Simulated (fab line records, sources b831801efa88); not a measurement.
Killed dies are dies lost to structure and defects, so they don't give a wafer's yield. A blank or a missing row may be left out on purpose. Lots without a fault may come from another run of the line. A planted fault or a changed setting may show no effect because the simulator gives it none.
fab line records | flow sky130
record lots=6 wafers=18 last_day=50
route steps=708 shown GATE_OXIDE@187 POLY_GATE@204 RES_PROTECT@206 PAD_OPEN@708
lots that met no fault: from a run of the same line without faults
start_h: hours from the record's first day to the start of the lot's first wafer shown | wait_h: hours since the lot's step before | " the same as in the row above | L1.1+2: a row that stands for several wafers | - no value, or no start given | * or withheld: withheld | < > ~ a bound
route shown NAME@n: a module of which the file shows steps, and the number in the route of the first | usual: mean/standard deviation of fault-free wafers | same: alike in all rows | chamber/n: place in a boat | sites: the reading at each site | _std_site: their standard deviation | _edge_site: outer sites' mean less inner sites' | radius_mm: how far each site lies from the wafer's centre | mask NAME#n: copy n | behind: the tool/chamber that last shaped the wafer | hold: why the lot was held/for how many hours/how that ended | device: the transistor (n, p or np) that didn't switch | end of line: the same wafers' tests at the end of the route | a step without rows: its recipe alone | killed: dies lost to structure and defects at the first sort, not the wafer's yield | map: a wafer's dies, x killed, . not, _ none there
set.NAME: the setting as run; set.NAME@STEP: as run at that earlier step | model.NAME: the simulator's own value behind a step, which no gauge read
lots at some steps of the route; a table a step, a row a wafer
services: from which hour (start_h, from the record's first day; less than 0 if before it) a tool's chamber was out of use, for how many hours, and why
## steps
# step SKY_GATE_OXIDE_CLEAN_00
# recipe chemistry=SC1/SC2 mix=1:4:20 temp_c=70 time_s=150 dry=n2_spin
# step SKY_GATE_OXIDE_OXIDATION_01
# recipe temp_c=900 ambient=O2 stabilise_s=600 purge_s=300 target_thk_a=102.68 ox_time_s=1473
# step SKY_GATE_OXIDE_THK_MEAS_02
# recipe reads=SiO2_of_GATE_OXIDE_OXIDATION_01
# usual GATE_OXIDE_OXIDATION_00_THK=10.27/0.2
# columns lot.wafer tool chamber start_h wait_h GATE_OXIDE_OXIDATION_00_THK[nm]
L998.1 film_metro-01 - 279.90 0.0 10.27
L998.5 " - " " 10.49
L998.6 " - " " 10.58
L999.1 film_metro-04 - 285.09 0.0 10.49
L999.3 " - " " 10.54
L999.6 " - " " 10.52
L105.1 film_metro-02 - 331.25 0.0 10.59
L105.4 " - " " 10.52
L105.6 " - " " 10.29
L108.3 film_metro-01 - 389.97 0.0 10.33
L108.4 " - " " 10.30
L108.5 " - " " 10.21
L111.2 film_metro-01 - 394.16 0.0 10.19
L111.3 " - " " 10.37
L111.4 " - " " 10.44
L120.1 film_metro-01 - 454.99 0.0 9.99
L120.3 " - " " 10.06
L120.6 " - " " 10.04
# step SKY_GATE_OXIDE_DEHYDRATE_03
# recipe temp_c=200 time_s=60
# step SKY_GATE_OXIDE_HMDS_04
# recipe prime_time_s=60 prime_temp_c=120
# step SKY_GATE_OXIDE_COAT_05
# recipe resist=NOVOLAK spin_rpm=3000 resist_thk_nm=1140
# step SKY_GATE_OXIDE_SOFTBAKE_06
# recipe temp_c=90 time_s=60 resist=NOVOLAK
# step SKY_GATE_OXIDE_EXPOSE_07
# recipe mask_id=LVOM na=0.6 source_shape=conventional sigma_outer=0.6 polarization=unpolarized target_cd_nm=600 dose_mj=170
# step SKY_GATE_OXIDE_PEB_08
# recipe temp_c=withheld time_s=* resist=NOVOLAK
# step SKY_GATE_OXIDE_DEVELOP_09
# recipe resist=NOVOLAK developer=TMAH develop_time_s=60 dev_temp_c=23
# step SKY_GATE_OXIDE_OVL_MEAS_10
# usual GATE_OXIDE_OVL=0.1/1.5
# columns lot.wafer tool chamber start_h wait_h GATE_OXIDE_OVL[nm]
L998.1 overlay-02 - 304.64 0.1 2.0
L998.5 " - " " 3.7
L998.6 " - " " 1.0
L999.1 overlay-02 - 310.54 0.1 -1.1
L999.3 " - " " -2.4
L999.6 " - " " -2.2
L105.1 overlay-02 - 358.96 0.1 -0.4
L105.4 " - " " 0.8
L105.6 " - " " 1.2
L108.3 overlay-01 - 419.98 0.1 1.5
L108.4 " - " " 2.8
L108.5 " - " " 0.3
L111.2 overlay-02 - 423.75 0.1 -0.7
L111.3 " - " " -1.0
L111.4 " - " " 0.3
L120.1 overlay-01 - 485.32 0.1 -0.3
L120.3 " - " " 0.6
L120.6 " - " " 0.1
# step SKY_GATE_OXIDE_IMPLANT_11
# recipe species=B energy_kev=10 dose_cm2=2.653e+12 tilt_deg=withheld
# step SKY_GATE_OXIDE_WET_ETCH_12
# recipe chemistry=dHF target_depth_nm=16.8 dry=n2_spin target=SiO2 dilution=100:1 temp_c=25 time_s=336
# columns lot.wafer tool chamber start_h wait_h
L998.1+5+6 wet_bench-02 2 304.83 0.1
L999.1+3+6 wet_bench-02 0 310.73 0.1
L105.1+4+6 wet_bench-01 3 359.14 0.1
L108.3+4+5 wet_bench-01 3 420.15 0.1
L111.2+3+4 wet_bench-01 1 423.93 0.1
L120.1+3+6 wet_bench-03 1 485.50 0.1
# step SKY_GATE_OXIDE_STRIP_13
# recipe chemistry=O2/N2 power_w=1400 pressure_mtorr=1500 platen_temp_c=withheld o2_flow_sccm=3000 n2_flow_sccm=300 overash_fraction=0.5
# usual drypump_motor_current_A=5.7/0.33 oes_product_au=0.716/0.0044 strip_time_to_endpoint_s=14.20/0.035
# columns lot.wafer tool chamber start_h wait_h drypump_motor_current_A oes_product_au rf_hours_counter_h strip_time_to_endpoint_s
L998.1 plasma_asher-04 1 304.94 0.0 5.8 0.723 61 14.25
L998.5 " 1 " " 5.8 0.718 - 14.22
L998.6 " 0 " " 6.2 0.713 - 14.26
L999.1 plasma_asher-01 1 310.84 0.0 5.4 0.719 19 14.23
L999.3 " 1 " " 5.4 0.716 - 14.19
L999.6 " 1 " " 5.5 0.717 - 14.19
L105.1 plasma_asher-01 0 359.24 0.0 6.0 0.717 23 14.18
L105.4 " 1 " " 5.4 0.724 - 14.20
L105.6 " 0 " " 6.0 0.711 - 14.18
L108.3 plasma_asher-04 1 420.39 0.0 5.8 0.716 - 14.15
L108.4 " 0 " " 6.2 0.721 - 14.21
L108.5 " 0 " " 6.2 0.724 - 14.18
L111.2 plasma_asher-04 0 424.13 0.0 6.2 0.719 73 14.17
L111.3 " 1 " " 5.8 0.724 - 14.17
L111.4 " 0 " " 6.2 0.714 - 14.16
L120.1 plasma_asher-03 0 485.60 0.0 5.6 0.713 6 14.24
L120.3 " 0 " " 5.6 0.715 - 14.19
L120.6 " 0 " " 5.6 0.721 - 14.21
# step SKY_GATE_OXIDE_TW_MEAS_14
# usual GATE_OXIDE_TW=225.5/1.6
# columns lot.wafer tool chamber start_h wait_h GATE_OXIDE_TW
L998.1 film_metro-04 - 305.04 0.1 226.0
L998.5 " - " " 225.7
L998.6 " - " " 225.0
L999.1 film_metro-04 - 310.94 0.1 225.8
L999.3 " - " " 225.7
L999.6 " - " " 226.4
L105.1 film_metro-02 - 359.34 0.1 222.5
L105.4 " - " " 223.3
L105.6 " - " " 222.6
L108.3 film_metro-02 - 420.48 0.1 225.2
L108.4 " - " " 225.7
L108.5 " - " " 225.6
L111.2 film_metro-02 - 424.24 0.1 224.3
L111.3 " - " " 226.5
L111.4 " - " " 227.0
L120.1 film_metro-02 - 485.70 0.1 225.3
L120.3 " - " " 225.6
L120.6 " - " " 224.5
# step SKY_GATE_OXIDE_CLEAN_15
# recipe chemistry=SC1/SC2 mix=1:4:20 temp_c=70 time_s=150 dry=n2_spin
# step SKY_GATE_OXIDE_OXIDATION_16
# recipe temp_c=800 ambient=O2 idle_temp_c=700 ramp_up_c_per_min=10 ramp_down_c_per_min=3 stabilise_s=600 purge_s=300 target_thk_a=35.7 ox_time_s=1915
# step SKY_POLY_GATE_CVD_00
# recipe material=poly-Si target_thk_nm=180 temp_c=620 time_s=720 pressure_mtorr=200
# step SKY_POLY_GATE_THK_MEAS_01
# recipe reads=poly-Si_of_POLY_GATE_CVD_00
# usual POLY_GATE_CVD_00_THK=179.6/1.7
# columns lot.wafer tool chamber start_h wait_h POLY_GATE_CVD_00_THK[nm]
L998.1 film_metro-03 - 309.20 0.0 178.0
L998.5 " - " " 176.7
L998.6 " - " " 177.1
L999.1 film_metro-04 - 315.61 0.0 179.4
L999.3 " - " " 178.4
L999.6 " - " " 180.1
L105.1 film_metro-03 - 362.55 0.1 181.9
L105.4 " - " " 180.7
L105.6 " - " " 181.0
L108.3 film_metro-04 - 423.32 0.0 177.5
L108.4 " - " " 177.4
L108.5 " - " " 177.4
L111.2 film_metro-04 - 428.66 0.0 177.8
L111.3 " - " " 178.6
L111.4 " - " " 178.3
L120.1 film_metro-04 - 488.55 0.0 177.4
L120.3 " - " " 178.5
L120.6 " - " " 180.6
# step SKY_RES_PROTECT_DEHYDRATE_00
# recipe temp_c=200 time_s=60
# step SKY_RES_PROTECT_HMDS_01
# recipe prime_time_s=60 prime_temp_c=120
# step SKY_RES_PROTECT_COAT_02
# recipe resist=NOVOLAK spin_rpm=3000 resist_thk_nm=1140
# step SKY_RES_PROTECT_SOFTBAKE_03
# recipe temp_c=90 time_s=60 resist=NOVOLAK
# step SKY_RES_PROTECT_EXPOSE_04
# recipe mask_id=RPM na=0.6 source_shape=conventional sigma_outer=0.6 polarization=unpolarized target_cd_nm=1270 dose_mj=131
# step SKY_RES_PROTECT_PEB_05
# recipe temp_c=withheld time_s=* resist=NOVOLAK
# step SKY_RES_PROTECT_DEVELOP_06
# recipe resist=NOVOLAK developer=TMAH develop_time_s=60 dev_temp_c=23
# step SKY_POLY_GATE_IMPLANT_02
# recipe species=P energy_kev=30 dose_cm2=7.7e+15 tilt_deg=0
# step SKY_RES_PROTECT_STRIP_07
# recipe chemistry=O2/N2 power_w=1400 pressure_mtorr=1500 platen_temp_c=withheld o2_flow_sccm=3000 n2_flow_sccm=300 overash_fraction=0.5
# usual drypump_motor_current_A=5.7/0.33 oes_product_au=0.518/0.0046 strip_time_to_endpoint_s=23.31/0.036
# columns lot.wafer tool chamber start_h wait_h drypump_motor_current_A oes_product_au rf_hours_counter_h strip_time_to_endpoint_s
L998.1 plasma_asher-03 0 335.16 0.1 5.6 0.519 63 23.25
L998.5 " 1 " " 5.1 0.513 - 23.26
L998.6 " 0 " " 5.7 0.515 - 23.22
L999.1 plasma_asher-03 0 341.51 0.1 5.6 0.510 64 23.28
L999.3 " 1 " " 5.1 0.521 - 23.33
L999.6 " 0 " " 5.6 0.521 - 23.29
L105.1 plasma_asher-04 1 391.16 0.1 5.8 0.516 70 23.36
L105.4 " 1 " " 5.8 0.526 - 23.36
L105.6 " 1 " " 5.8 0.515 - 23.36
L108.3 plasma_asher-04 1 454.04 0.1 5.8 0.520 - 23.27
L108.4 " 0 " " 6.2 0.523 - 23.30
L108.5 " 1 " " 5.8 0.519 - 23.24
L111.2 plasma_asher-02 1 459.15 0.1 5.5 0.516 68 23.29
L111.3 " 1 " " 5.5 0.519 - 23.30
L111.4 " 0 " " 5.7 0.513 - 23.28
L120.1 plasma_asher-03 1 518.80 0.1 5.1 0.515 9 23.28
L120.3 " 1 " " 5.2 0.519 - 23.29
L120.6 " 0 " " 5.6 0.524 - 23.29
# step SKY_RES_PROTECT_TW_MEAS_08
# usual POLY_GATE_TW=4054/22
# columns lot.wafer tool chamber start_h wait_h POLY_GATE_TW
L998.1 film_metro-01 - 335.26 0.1 4070
L998.5 " - " " 4060
L998.6 " - " " 4084
L999.1 film_metro-01 - 341.61 0.1 4041
L999.3 " - " " 4025
L999.6 " - " " 4021
L105.1 film_metro-04 - 391.26 0.1 4050
L105.4 " - " " 4081
L105.6 " - " " 4040
L108.3 film_metro-03 - 454.12 0.1 4042
L108.4 " - " " 4028
L108.5 " - " " 4044
L111.2 film_metro-03 - 459.26 0.1 4088
L111.3 " - " " 4106
L111.4 " - " " 4091
L120.1 film_metro-01 - 518.90 0.1 4068
L120.3 " - " " 4066
L120.6 " - " " 4068
# step SKY_RES_PROTECT_CLEAN_09
# recipe chemistry=SC1/SC2 mix=1:4:20 temp_c=70 time_s=150 dry=n2_spin
# step SKY_POLY_GATE_CVD_03
# recipe material=Si3N4 precursor=DCS/NH3 target_thk_nm=75 temp_c=770 time_s=1290 pressure_mtorr=258.4
# step SKY_POLY_GATE_THK_MEAS_04
# recipe reads=Si3N4_of_POLY_GATE_CVD_03
# usual POLY_GATE_CVD_03_THK=76.1/0.66
# columns lot.wafer tool chamber start_h wait_h POLY_GATE_CVD_03_THK[nm]
L998.1 film_metro-02 - 337.71 0.0 75.1
L998.5 " - " " 75.3
L998.6 " - " " 75.8
L999.1 film_metro-03 - 343.07 0.0 74.7
L999.3 " - " " 74.5
L999.6 " - " " 75.3
L105.1 film_metro-03 - 393.71 0.0 75.7
L105.4 " - " " 75.5
L105.6 " - " " 75.4
L108.3 film_metro-02 - 455.72 0.0 75.8
L108.4 " - " " 75.5
L108.5 " - " " 75.4
L111.2 film_metro-04 - 461.79 0.0 76.5
L111.3 " - " " 76.1
L111.4 " - " " 76.0
L120.1 film_metro-02 - 520.38 0.0 76.5
L120.3 " - " " 76.8
L120.6 " - " " 76.0
# step SKY_POLY_GATE_DEHYDRATE_05
# recipe temp_c=200 time_s=60
# step SKY_POLY_GATE_HMDS_06
# recipe prime_time_s=60 prime_temp_c=120
# step SKY_POLY_GATE_COAT_07
# recipe resist=BARC temp_c=withheld time_s=withheld spin_rpm=3000 resist_thk_nm=110
# step SKY_POLY_GATE_COAT_08
# recipe resist=KrF-thick spin_rpm=3000 resist_thk_nm=450
# step SKY_POLY_GATE_SOFTBAKE_09
# recipe temp_c=100 time_s=90 resist=KrF-thick
# step SKY_POLY_GATE_EXPOSE_10
# recipe mask_id=P1M na=0.68 source_shape=conventional sigma_outer=0.6 target_cd_nm=150 dose_mj=28
# step SKY_POLY_GATE_PEB_11
# recipe peb_temp_c=withheld peb_time_s=withheld resist=KrF-thick
# step SKY_POLY_GATE_DEVELOP_12
# recipe develop_time_s=60 resist=KrF-thick dev_temp_c=21
# step SKY_POLY_GATE_CD_MEAS_13
# recipe target_cd_nm=150
# usual cd_nm=150.4/1.4
# columns lot.wafer tool chamber start_h wait_h cd_nm
L998.1 cd_sem-01 - 366.09 - 149.6
L998.5 " - " " 149.7
L998.6 " - " " 150.6
L999.1 cd_sem-01 - 371.01 - 151.4
L999.3 " - " " 152.5
L999.6 " - " " 153.1
L105.1 cd_sem-02 - 422.50 - 151.0
L105.4 " - " " 152.2
L105.6 " - " " 152.6
L108.3 cd_sem-01 - 486.28 - 150.8
L108.4 " - " " 150.5
L108.5 " - " " 152.1
L111.2 cd_sem-02 - 492.15 - 150.4
L111.3 " - " " 152.2
L111.4 " - " " 151.7
L120.1 cd_sem-01 - 550.45 - 151.1
L120.3 " - " " 152.3
L120.6 " - " " 150.0
# step SKY_POLY_GATE_OVL_MEAS_14
# usual POLY_GATE_OVL=0/6.2
# columns lot.wafer tool chamber start_h wait_h POLY_GATE_OVL[nm]
L998.1 overlay-01 - 366.21 0.1 -1
L998.5 " - " " 3
L998.6 " - " " 7
L999.1 overlay-01 - 371.13 0.1 1
L999.3 " - " " 3
L999.6 " - " " -6
L105.1 overlay-02 - 422.62 0.1 -5
L105.4 " - " " 0
L105.6 " - " " 2
L108.3 overlay-01 - 486.37 0.1 1
L108.4 " - " " 7
L108.5 " - " " 9
L111.2 overlay-02 - 492.26 0.1 -2
L111.3 " - " " 12
L111.4 " - " " 3
L120.1 overlay-01 - 550.57 0.1 11
L120.3 " - " " 2
L120.6 " - " " -1
# step SKY_PAD_OPEN_PROBE_99
# usual killed_at_M0_to_M3=42/7.1 killed_at_M4_up=3.0/1.7 killed_at_contacts=25/5 killed_at_front_end=16/4.4 killed_at_other=0.5/1.4 killed_dies=87/9.2 killed_open=47/6.2 killed_short=39/6.6
# same gross_dies=492 killed_at_back_side=0
# columns lot.wafer tool chamber start_h wait_h killed_at_M0_to_M3 killed_at_M4_up killed_at_contacts killed_at_front_end killed_at_other killed_dies killed_open killed_short
L105.1 prober-01 - 1110.29 0.1 42 4 24 6 0 76 47 29
L105.4 prober-01 - 1110.44 0.2 46 4 26 11 1 88 49 39
L105.6 prober-01 - 1110.54 0.2 63 6 21 14 0 104 56 48
L108.3 prober-01 - 1150.71 0.2 30 3 23 58 0 114 37 30
L108.4 prober-01 - 1150.76 0.2 44 3 24 57 0 128 45 34
L108.5 prober-01 - 1150.81 0.2 51 5 15 57 0 128 54 31
L111.2 prober-01 - 1152.94 0.1 42 5 23 59 0 129 39 39
L111.3 prober-01 - 1152.99 0.2 40 3 17 54 0 114 44 22
L111.4 prober-01 - 1153.04 0.2 35 1 12 58 0 106 33 27
L120.1 prober-02 - 1188.30 0.1 36 3 30 9 0 78 45 33
L120.3 prober-02 - 1188.40 0.2 40 2 35 14 1 92 49 42
L120.6 prober-02 - 1188.55 0.2 41 1 25 22 0 89 50 36
# killed by level:class
L105.1 VIA1:geometric_particle:open=13 CONTACT:geometric_particle:open=13 METAL1:geometric_particle:short=8 LI_CONTACT:geometric_particle:open=5 VIA1:geometric_particle:short=5 VIA3:geometric_particle:open=5 VIA2:geometric_particle:open=4 CONTACT:geometric_particle:short=3
L105.4 CONTACT:geometric_particle:open=11 VIA1:geometric_particle:short=10 VIA1:geometric_particle:open=10 LOCAL_INTERCONNECT:geometric_particle:short=6 VIA3:geometric_particle:open=6 LI_CONTACT:geometric_particle:open=5 METAL2:geometric_particle:short=5 METAL1:geometric_particle:short=4
L105.6 VIA1:geometric_particle:open=18 METAL2:geometric_particle:short=9 CONTACT:geometric_particle:open=8 VIA2:geometric_particle:open=7 VIA3:geometric_particle:short=6 FIELD_ISO:geometric_particle:short=5 METAL1:geometric_particle:short=5 VIA1:geometric_particle:short=5
L108.3 GATE_OXIDE:unspecified=44 VIA1:geometric_particle:open=9 CONTACT:geometric_particle:open=7 LOCAL_INTERCONNECT:geometric_particle:short=6 VIA2:geometric_particle:open=5 FIELD_ISO:geometric_particle:short=4 METAL2:geometric_particle:short=4 FIELD_ISO:geometric_particle:open=3
L108.4 GATE_OXIDE:unspecified=48 VIA1:geometric_particle:open=11 CONTACT:geometric_particle:open=9 VIA2:geometric_particle:open=8 VIA3:geometric_particle:open=7 LI_CONTACT:geometric_particle:open=5 VIA2:geometric_particle:short=5 LI_CONTACT:geometric_particle:short=4
L108.5 GATE_OXIDE:unspecified=43 VIA1:geometric_particle:open=19 CONTACT:geometric_particle:open=8 VIA3:geometric_particle:open=7 METAL2:geometric_particle:short=6 VIA1:geometric_particle:short=6 LI_CONTACT:geometric_particle:open=5 FIELD_ISO:geometric_particle:open=4
L111.2 GATE_OXIDE:unspecified=49 VIA1:geometric_particle:open=15 LOCAL_INTERCONNECT:geometric_particle:short=6 CONTACT:geometric_particle:short=6 VIA2:geometric_particle:open=6 CONTACT:geometric_particle:open=5 METAL1:geometric_particle:short=5 LI_CONTACT:geometric_particle:open=4
L111.3 GATE_OXIDE:unspecified=48 VIA1:geometric_particle:open=9 VIA3:geometric_particle:open=8 LI_CONTACT:geometric_particle:open=7 CONTACT:geometric_particle:open=7 VIA2:geometric_particle:open=7 FIELD_ISO:geometric_particle:short=3 VIA1:geometric_particle:short=3
L111.4 GATE_OXIDE:unspecified=46 VIA1:geometric_particle:open=9 VIA2:geometric_particle:open=6 VIA3:geometric_particle:open=5 POLY_GATE:geometric_particle:short=4 CONTACT:geometric_particle:open=4 VIA1:geometric_particle:short=4 LI_CONTACT:geometric_particle:open=3
L120.1 CONTACT:geometric_particle:open=12 VIA1:geometric_particle:open=10 LI_CONTACT:geometric_particle:open=9 METAL2:geometric_particle:short=7 VIA2:geometric_particle:open=7 METAL1:geometric_particle:short=6 FIELD_ISO:geometric_particle:short=4 CONTACT:geometric_particle:short=4
L120.3 CONTACT:geometric_particle:open=12 LI_CONTACT:geometric_particle:open=9 VIA1:geometric_particle:open=8 METAL2:geometric_particle:short=8 LI_CONTACT:geometric_particle:short=6 FIELD_ISO:geometric_particle:short=4 CONTACT:geometric_particle:short=4 VIA1:geometric_particle:short=4
L120.6 LI_CONTACT:geometric_particle:open=10 VIA1:geometric_particle:short=8 CONTACT:geometric_particle:open=7 VIA1:geometric_particle:open=7 VIA2:geometric_particle:open=7 POLY_GATE:geometric_particle:open=5 POLY_GATE:geometric_particle:short=5 CONTACT:geometric_particle:short=5
# map L108.4 (x killed, . not)
__________..xxx..x.x_________
________...x..x.....x._______
______x.x..............._____
_____xxx.x.x.............____
____xxxxxx....x.x...x.....___
___xxxxxxxx......x.x.xxx.x.__
__xxxxxxxxx...x............._
_xxxxxxxxxxx...........x.x...
_xxxxxx...x.xx...x...x..xx...
_xxxxxx.x..x......x......x...
_...xx.......x....x.x..x.....
_..x..x...x...........x..x..x
_.....x..x...x........x..xx..
_........x...x.x.............
_x....x...........x........xx
__.x.x...x.........xx....x.._
___..x...xxx..x....x.......__
____....x..........x......___
_____.................x.x____
______.x..x............._____
________.............._______
__________.........._________
# map L111.2 (x killed, . not)
__________xxxxxxxx.._________
________xxxxxxx.xx..x._______
______xxxxxxxxxxx....xx._____
_____..xxxxxxxxxx.....xxx____
____..xxxxxxxx.x......x.x.___
___...x.x.xxx..........x...__
__............x.x......x...._
_..................xx........
_..x......x........xxx.......
_....xxx...........x.........
_....x.....x.x.x.....xx.x....
_.....x....xxx....xx.........
_....x......xxx.x....x.x.xxx.
_.x.x......x...x.......x.....
_.......x........x....x.x....
__................x.....x.x._
___.....x.....x.......x..x.__
____..........x...........___
_____..x........xxx..x...____
______...x.x.........x.._____
________x.x..x.x...x.._______
__________.......x.._________
## services
# columns tool chamber start_h hours kind
wet_bench-03 - 318.12 7.4 repair
plasma_asher-01 - 366.33 2.8 pm
plasma_asher-03 - 394.86 2.5 repair
wet_bench-01 - 402.33 1.9 repair
plasma_asher-04 - 416.08 0.7 repair
plasma_asher-03 - 421.25 9.0 pm
plasma_asher-03 0 421.25 9.0 vent_cycle
plasma_asher-03 1 421.25 9.0 vent_cycle
plasma_asher-03 0 430.25 - clean
plasma_asher-03 1 430.25 - clean
plasma_asher-01 - 449.20 7.6 pm
plasma_asher-03 - 449.67 0.4 repair
plasma_asher-02 - 474.45 1.3 repair
wet_bench-02 - 493.59 1.9 pm
## key
first_sign step=SKY_PAD_OPEN_PROBE_99 reading=killed_at_front_end direction=up sigmas=9.5 usual=16 struck=57
effect step=SKY_PAD_OPEN_PROBE_99 reading=killed_dies direction=up sigmas=3.6 usual=87 struck=120
met_at SKY_GATE_OXIDE_WET_ETCH_12
struck_wafers L108.3,L108.4,L108.5,L111.2,L111.3,L111.4
tester_left_out L108,L111
onset_between 359.14 420.15
also_fits SKY_GATE_OXIDE_STRIP_13:plasma_asher-04
fault kind=chamber_particle_source tool=wet_bench-01 chamber=- onset_h=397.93 steps=SKY_GATE_OXIDE_WET_ETCH_12 rate_per_visit_cm2=1.6064 end_h=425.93
# tester_left_out: of these lots the tester's yield and bins aren't shown, on N5 and GAA mostly nor the transistor test; their killed dies are dies lost to structure and defects alone, not to doping, threshold or leakage, so they don't give the yield
